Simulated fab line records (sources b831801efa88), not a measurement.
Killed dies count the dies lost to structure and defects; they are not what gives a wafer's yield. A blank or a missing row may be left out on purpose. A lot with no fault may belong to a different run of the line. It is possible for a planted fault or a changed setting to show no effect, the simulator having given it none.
Chamber matching	flow sfqLine	4 sister chambers for SFQ_TRILAYER_I1_VIA_BARC_OPEN_VIA_ETCH_071 on rieDiel-04
The step etches BARC in O2, target depth 125 nm, time 41.7 s. 8 wafers are shown with their chamber, then 8 later ones without.

## WAFERS WITH THEIR CHAMBER
wafer	chamber	drypumpMotorCurrentA (A)	runLengthS (s)
L364.1	0	5.5	69.6
L367.3	1	6.3	70.0
L367.5	0	5.5	69.2
L367.6	3	5.6	69.5
L374.2	1	6.2	70.0
L374.3	2	6.2	70.2
L374.5	3	5.6	69.4
L376.2	2	6.2	70.3

## WAFERS MISSING THEIR CHAMBER
wafer	drypumpMotorCurrentA (A)	runLengthS (s)
L376.3	6.2	69.8
L376.6	5.6	69.7
L377.1	6.2	69.9
L377.3	6.3	69.6
L377.5	6.2	70.4
L378.1	6.2	69.7
L378.3	5.6	69.7
L378.4	6.2	69.8

## WHICH CHAMBER EACH WENT THROUGH
wafer	from the rows above	in truth
L376.3	can't be placed: 1 or 2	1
L376.6	can't be placed: 3 or 0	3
L377.1	can't be placed: 1 or 2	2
L377.3	1	1
L377.5	2	2
L378.1	can't be placed: 1 or 2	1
L378.3	can't be placed: 3 or 0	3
L378.4	can't be placed: 1 or 2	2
2 of 8 placed correctly. From these rows, 6 cannot be placed; in 6 the true chamber is one of the candidates. Placed wrongly: 0.
How it was worked out, from the rows above alone: a wafer's distance from a chamber is the root of the sum, over the readings, of the square of ((its reading less the chamber's mean) divided by the reading's scatter). The wafer belongs to the nearest chamber; if the next one is less than 2 further off, it can't be placed. For every chamber, the mean is computed from those of its wafers that are shown. The scatter: take each reading less its chamber's mean, square it, sum over the shown wafers, divide by the number of wafers less the number of chambers, and take the root.
